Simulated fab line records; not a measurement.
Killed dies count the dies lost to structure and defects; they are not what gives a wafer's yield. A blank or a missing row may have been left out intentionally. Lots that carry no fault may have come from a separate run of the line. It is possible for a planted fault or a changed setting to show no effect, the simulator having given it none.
A struck lot beside a sound one ; flow gf180mcu ; 18 steps out of a route of 602
Sound: the wafers L471.1, L471.3, L471.4. The struck wafers were L476.1, L476.2, L476.5. The cause is given at the end.
Each step with rows lists, per side, the tool, then ch with its chambers, then its first start. Under that, the readings that differ: sound wafers ; struck wafers ; difference of the means ; sigmas: that difference in standard deviations of wafers without a fault.
alike: a reading whose means differ by less than 2 such deviations, as well as words and numbers matching on both sides. not compared: withheld readings; readings where some wafer has no value; bounds like >300 that might hide an equal value; numbers whose values overlap and for which the record gives no deviation.
A row with sigmas, a row that says differs or no value, or rows on one side alone: a step with any of these is where the two part. When numbers do not overlap yet have no deviation, they are printed without sigmas and do not part them. A reading that every wafer of one side lacks parts them only if that side has two wafers or more.

first, 3 steps without rows for these wafers: GF_V2_EXPOSE_11 (exposes mask Via2, target cd 260 nm); GF_V2_PEB_12 (peb time 90 s); GF_V2_DEVELOP_13 (develop time 60 s).
GF_V2_CD_MEAS_14 targets a cd of 260 nm.
  struck on cd sem-01, day 23 21:25; sound on cd sem-01, day 21 16:23
  alike: cd nm
GF_V2_OVL_MEAS_15:
  struck on overlay-01, day 23 21:32; sound on overlay-01, day 21 16:31
  alike: V2_OVL
GF_V2_ETCH_16: etches BARC in N2/H2.
  sound on rie diel-02 ch 0,1,3, day 21 16:33; struck on rie diel-04 ch 2,3, day 23 21:34
  alike: bias w, chamber pressure mTorr, drypump motor current A, h2 flow sccm, oes product au, throttle valve pct
GF_V2_ETCH_17: etches SiO2 in C4F8/O2/Ar, stops on TiN, target depth 630 nm.
  sound: rie diel-02 ch 0,1,3; struck: rie diel-04 ch 2,3
  alike: bias w, chamber pressure mTorr, oes product au
GF_V2_STRIP_18: strips in O2/N2.
  sound on plasma asher-04 ch 0,1, day 21 16:41; struck on plasma asher-03 ch 0,1, day 23 21:42
  alike: chamber pressure mTorr, drypump motor current A, heater power w, oes product au
  not compared: rf hours counter h
then, 2 steps without rows for these wafers: GF_V2_STRIP_19 (strips in post etch residue remover, time 1200 s); GF_V2_CLEAN_20 (cleans in DIW).
GF_V2_SPUTTER_21: material Ti, target thk 15 nm, time 80.02 s.
  struck on pvd sputter-04, day 23 22:16; sound on pvd sputter-03, day 21 17:13
  alike: cathode dc power W, throttle valve pct
GF_V2_SPUTTER_22: material TiN, target thk 10 nm, time 40 s.
  struck on pvd sputter-04, day 23 22:19; sound on pvd sputter-03, day 21 17:16
  alike: cathode dc power W, throttle valve pct
GF_V2_CVD_23: deposits W, target thk 350 nm, time 104.94 s.
  sound on cvd w-01 ch 0,1, day 21 17:19; struck on cvd w-01 ch 0,1, day 23 22:22
reading;sound;struck;difference;sigmas
susceptor temp C (C);400.03 399.84 399.85;386.81 386.69 386.82;-13.13;-63
model.W_of_V2_CVD_23.thk nm (nm);345 350.1 349.9;278.1 274.1 274.2;-72.9;
  alike: heater power w
GF_V2_RS_MEAS_24: a four-point-probe measurement.
  struck on film metro-02, day 23 22:28; sound on film metro-03, day 21 17:25
reading;sound;struck;difference;sigmas
V2_W_RS (ohm/sq);0.333 0.328 0.327;0.413 0.419 0.419;+0.088;+24
GF_V2_THK_MEAS_25: measures by xrf.
  struck on film metro-02, day 23 22:35; sound on film metro-03, day 21 17:32
reading;sound;struck;difference;sigmas
V2_W_THK (nm);343 348 347;270 266 265;-79;-14
GF_V2_CMP_26: polishes, stops on SiO2, t overpolish 15 s, target thk 0 nm.
  sound on cmp-01 ch 0,2,3, day 21 17:36; struck on cmp-02 ch 0,1,2, day 23 22:39
reading;sound;struck;difference;sigmas
time to endpoint s (s);91 89 88;66 66 62;-25;-7
  alike: motor current A
then, 2 steps without rows for these wafers: GF_M3_SPUTTER_00 (material Ti, target thk 37.5 nm, time 150 s); GF_PASSIVATION_PROBE_99.

== WHERE THEY PART ==
Last at GF_V2_CMP_26 as far as this record goes, first at GF_V2_CVD_23.

WHY: what the simulator had put in
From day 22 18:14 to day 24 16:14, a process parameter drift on cvd w-01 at GF_V2_CVD_23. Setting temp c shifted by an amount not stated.
